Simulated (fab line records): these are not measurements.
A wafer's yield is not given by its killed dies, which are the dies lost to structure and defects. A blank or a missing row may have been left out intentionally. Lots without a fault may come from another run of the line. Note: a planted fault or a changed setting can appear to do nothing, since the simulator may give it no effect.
Which tool was responsible? | flow sky130 | 24 lots, 72 wafers sampled, at 4 steps of a route of 708

WHAT THE GAUGES READ, wafer by wafer
SKY_FIELD_ISO_THK_MEAS_23.
lot  | measured    | on           | FIELD_ISO_OXIDATION_01_THK (nm)
L074 | day 2 09:41 | filmMetro-03 | 10.35 10.30 10.24
L075 | day 2 11:57 | filmMetro-01 | 10.15 10.18 10.17
L076 | day 2 17:41 | filmMetro-03 | 10.09 10.09 10.07
L077 | day 2 22:34 | filmMetro-04 | 10.29 10.53 10.14
L078 | day 3 04:48 | filmMetro-03 | 10.06 10.12 10.16
L079 | day 3 12:08 | filmMetro-03 | 9.98 10.03 10.23
L080 | day 3 14:49 | filmMetro-04 | 10.32 10.29 10.13
L081 | day 3 21:59 | filmMetro-03 | 9.94 10.05 10.07
L082 | day 4 00:49 | filmMetro-04 | 9.78 9.75 9.86
L083 | day 4 05:08 | filmMetro-01 | 10.11 10.02 10.25
L084 | day 4 12:49 | filmMetro-04 | 10.07 9.99 10.02
L085 | day 4 16:46 | filmMetro-03 | 9.73 9.84 9.92
L086 | day 4 20:59 | filmMetro-04 | 9.83 9.68 9.91
L087 | day 5 01:17 | filmMetro-03 | 10.24 10.30 10.08
L088 | day 5 10:28 | filmMetro-04 | 10.28 10.13 10.18
L089 | day 5 12:49 | filmMetro-04 | 9.85 9.93 9.96
L091 | day 6 01:37 | filmMetro-03 | 10.30 10.19 9.80
L090 | day 6 01:38 | filmMetro-04 | 10.28 10.05 10.21
L093 | day 6 11:20 | filmMetro-03 | 10.23 10.04 10.27
L092 | day 6 11:21 | filmMetro-04 | 10.07 9.97 10.03
L094 | day 6 20:03 | filmMetro-03 | 9.87 9.86 9.91
L095 | day 7 00:32 | filmMetro-01 | 10.06 10.06 10.01
L096 | day 7 01:43 | filmMetro-03 | 10.12 10.17 9.92
L097 | day 7 12:41 | filmMetro-04 | 9.75 9.84 9.81

SKY_METAL1_RS_MEAS_05: uses a four-point probe to measure.
lot  | measured     | on           | METAL1_ALCU_RS (ohm/sq)
L074 | day 31 20:04 | filmMetro-02 | 0.1281 0.1250 0.1280
L075 | day 31 19:46 | filmMetro-04 | 0.1279 0.1292 0.1273
L076 | day 32 06:32 | filmMetro-02 | 0.1273 0.1278 0.1262
L077 | day 32 15:22 | filmMetro-02 | 0.1243 0.1253 0.1236
L078 | day 33 01:41 | filmMetro-04 | 0.1267 0.1253 0.1273
L079 | day 33 06:40 | filmMetro-04 | 0.1296 0.1292 0.1278
L080 | day 33 16:48 | filmMetro-02 | 0.1283 0.1286 0.1280
L081 | day 34 04:17 | filmMetro-04 | 0.1278 0.1281 0.1269
L082 | day 34 00:33 | filmMetro-01 | 0.1282 0.1265 0.1264
L083 | day 34 15:00 | filmMetro-02 | 0.1289 0.1288 0.1281
L084 | day 34 23:22 | filmMetro-01 | 0.1284 0.1254 0.1268
L085 | day 35 07:55 | filmMetro-04 | 0.1257 0.1269 0.1268
L086 | day 36 03:49 | filmMetro-02 | 0.1271 0.1268 0.1270
L087 | day 35 15:38 | filmMetro-04 | 0.1262 0.1251 0.1257
L088 | day 36 06:52 | filmMetro-02 | 0.1279 0.1275 0.1268
L089 | day 36 13:22 | filmMetro-01 | 0.1252 0.1256 0.1252
L091 | day 37 16:31 | filmMetro-02 | 0.1278 0.1291 0.1295
L090 | day 37 19:05 | filmMetro-04 | 0.1265 0.1254 0.1269
L093 | day 37 23:32 | filmMetro-04 | 0.1273 0.1260 0.1273
L092 | day 38 07:30 | filmMetro-01 | 0.1286 0.1273 0.1270
L094 | day 38 05:01 | filmMetro-04 | 0.1264 0.1264 0.1248
L095 | day 38 11:20 | filmMetro-02 | 0.1263 0.1266 0.1275
L096 | day 38 18:20 | filmMetro-04 | 0.1262 0.1275 0.1265
L097 | day 39 02:46 | filmMetro-01 | 0.1286 0.1281 0.1288

SKY_CAP2M_RS_MEAS_03: uses a four-point probe to measure.
lot  | measured     | on           | CAP2M_TIN_RS (ohm/sq)
L074 | day 39 21:17 | filmMetro-02 | 6.99 7.02 7.05
L075 | day 39 21:11 | filmMetro-03 | 6.91 6.88 6.91
L076 | day 40 04:14 | filmMetro-03 | 6.93 6.80 6.91
L077 | day 40 12:50 | filmMetro-03 | 7.01 6.81 6.95
L078 | day 41 00:00 | filmMetro-02 | 6.81 6.95 6.90
L079 | day 41 03:05 | filmMetro-04 | 6.90 6.93 6.76
L080 | day 41 11:37 | filmMetro-04 | 6.91 6.95 6.93
L081 | day 41 22:58 | filmMetro-04 | 6.91 6.97 6.88
L082 | day 41 20:34 | filmMetro-03 | 6.95 7.00 6.98
L083 | day 42 09:16 | filmMetro-02 | 6.89 6.78 6.97
L084 | day 42 17:32 | filmMetro-04 | 6.93 6.97 6.95
L085 | day 43 01:05 | filmMetro-04 | 6.89 6.83 6.78
L086 | day 43 17:16 | filmMetro-02 | 6.75 6.80 6.87
L087 | day 43 06:18 | filmMetro-02 | 6.83 7.02 6.89
L088 | day 43 21:37 | filmMetro-03 | 7.00 6.95 6.97
L089 | day 44 03:16 | filmMetro-04 | 6.89 6.90 6.80
L091 | day 45 03:25 | filmMetro-03 | 6.98 6.91 6.88
L090 | day 45 04:13 | filmMetro-03 | 6.92 6.92 6.74
L093 | day 45 06:58 | filmMetro-03 | 6.95 6.92 6.97
L092 | day 45 12:50 | filmMetro-04 | 6.88 6.93 6.90
L094 | day 45 10:59 | filmMetro-02 | 6.86 6.87 6.96
L095 | day 45 15:31 | filmMetro-04 | 7.05 7.00 7.01
L096 | day 46 01:01 | filmMetro-04 | 6.75 6.76 6.71
L097 | day 46 06:28 | filmMetro-04 | 6.85 6.87 6.87

EACH LOT AND THE TOOL THAT RAN IT (in order: tool; ch and the chambers of the sampled wafers; start)
lot  | SKY_CONTACT_ETCH_18
L074 | rieDiel-04 ch 0,1,3, day 31 20:04 or earlier
L075 | rieDiel-02 ch 0,3, day 31 19:46 or earlier
L076 | rieDiel-03 ch 0,1, day 32 06:32 or earlier
L077 | rieDiel-03 ch 0,1, day 32 15:22 or earlier
L078 | rieDiel-04 ch 0,2,3, day 33 01:41 or earlier
L079 | rieDiel-04 ch 1,2,3, day 33 06:40 or earlier
L080 | rieDiel-03 ch 1,2, day 33 16:48 or earlier
L081 | rieDiel-04 ch 0,1,2, day 34 04:17 or earlier
L082 | rieDiel-03 ch 1,2,3, day 34 00:33 or earlier
L083 | rieDiel-02 ch 1,2, day 34 15:00 or earlier
L084 | rieDiel-02 ch 1,2, day 34 23:22 or earlier
L085 | rieDiel-02 ch 1,2, day 35 07:55 or earlier
L086 | rieDiel-03 ch 0,1,2, day 36 03:49 or earlier
L087 | rieDiel-04 ch 1,2, day 35 15:38 or earlier
L088 | rieDiel-02 ch 0,2, day 36 06:52 or earlier
L089 | rieDiel-04 ch 0,1,2, day 36 13:22 or earlier
L091 | rieDiel-04 ch 0,1,3, day 37 16:31 or earlier
L090 | rieDiel-04 ch 1,2,3, day 37 19:05 or earlier
L093 | rieDiel-02 ch 1,2, day 37 23:32 or earlier
L092 | rieDiel-02 ch 0,1,2, day 38 07:30 or earlier
L094 | rieDiel-04 ch 0,1, day 38 05:01 or earlier
L095 | rieDiel-04 ch 1,3, day 38 11:20 or earlier
L096 | rieDiel-03 ch 1,3, day 38 18:20 or earlier
L097 | rieDiel-04 ch 1,2, day 39 02:46 or earlier
- SKY_CONTACT_ETCH_18: etches Si3N4 in CHF3/O2, stops on TiN, time 39 s, target depth 75 nm.

AS READ BY THE TOOLS THEMSELVES (means over the sampled wafers that have a number; for cases with no such wafer, the mark the record gives instead)
SKY_CONTACT_ETCH_18.
lot  | tool       | O2_flow_sccm (sccm) | drypumpMotorCurrentA (A) | oesProductAu (a.u.) | throttleValvePct (%)
L074 | rieDiel-04 | 4.999               | 5.3                      | 0.860               | 8.795
L075 | rieDiel-02 | 4.994               | 5.6                      | 0.856               | 8.789
L076 | rieDiel-03 | 4.993               | 5.3                      | 0.859               | 8.786
L077 | rieDiel-03 | 4.991               | 5.3                      | 0.850               | 8.798
L078 | rieDiel-04 | 4.993               | 5.2                      | 0.852               | 8.789
L079 | rieDiel-04 | 4.992               | 5.5                      | 0.857               | 8.797
L080 | rieDiel-03 | 4.989               | 5.2                      | 0.858               | 8.798
L081 | rieDiel-04 | 5.012               | 5.4                      | 0.853               | 8.798
L082 | rieDiel-03 | 5.006               | 5.2                      | 0.848               | 8.787
L083 | rieDiel-02 | 4.995               | 5.9                      | 0.852               | 8.790
L084 | rieDiel-02 | 5.000               | 5.9                      | 0.855               | 8.796
L085 | rieDiel-02 | 4.993               | 5.9                      | 0.846               | 8.784
L086 | rieDiel-03 | 5.009               | 5.2                      | 0.848               | 8.791
L087 | rieDiel-04 | 4.998               | 5.7                      | 0.851               | 8.798
L088 | rieDiel-02 | 5.003               | 5.9                      | 0.853               | 8.791
L089 | rieDiel-04 | 4.998               | 5.4                      | 0.849               | 8.803
L091 | rieDiel-04 | 4.993               | 5.3                      | 0.843               | 8.790
L090 | rieDiel-04 | 5.012               | 5.5                      | 0.854               | 8.802
L093 | rieDiel-02 | 5.003               | 6.0                      | 0.852               | 8.795
L092 | rieDiel-02 | 5.010               | 6.0                      | 0.855               | 8.792
L094 | rieDiel-04 | 5.007               | 5.3                      | 0.851               | 8.789
L095 | rieDiel-04 | 5.006               | 5.4                      | 0.853               | 8.796
L096 | rieDiel-03 | 5.001               | 5.3                      | 0.861               | 8.792
L097 | rieDiel-04 | 5.005               | 5.7                      | 0.853               | 8.796

THE ANSWER, worked out from the rows above alone
Rule: the usual values come from the lots themselves. The widest of any qualifying gaps counts: lots, ordered by their means at a reading, are off when they make up no more than a third of the lots, leave a main group of 4 or more, and stand apart from it by 3 or more times the standard deviation of that group's means. Not used: any main group whose means are identical at the precision the tables above print for the reading. Also off: a lot with no number at a reading for which 4 or more lots have one. Any other lot the step has rows for is counted as sound. First the gauges in route order, then the tools' own readings, where a lot's mean is used as printed above. At the first step where some lot is off, the reading lying furthest off is the one used; lots without a number count as furthest.
Across all readings shown, no lot is off: no conclusion can be drawn from this.

WHAT WAS PUT IN BY THE SIMULATOR
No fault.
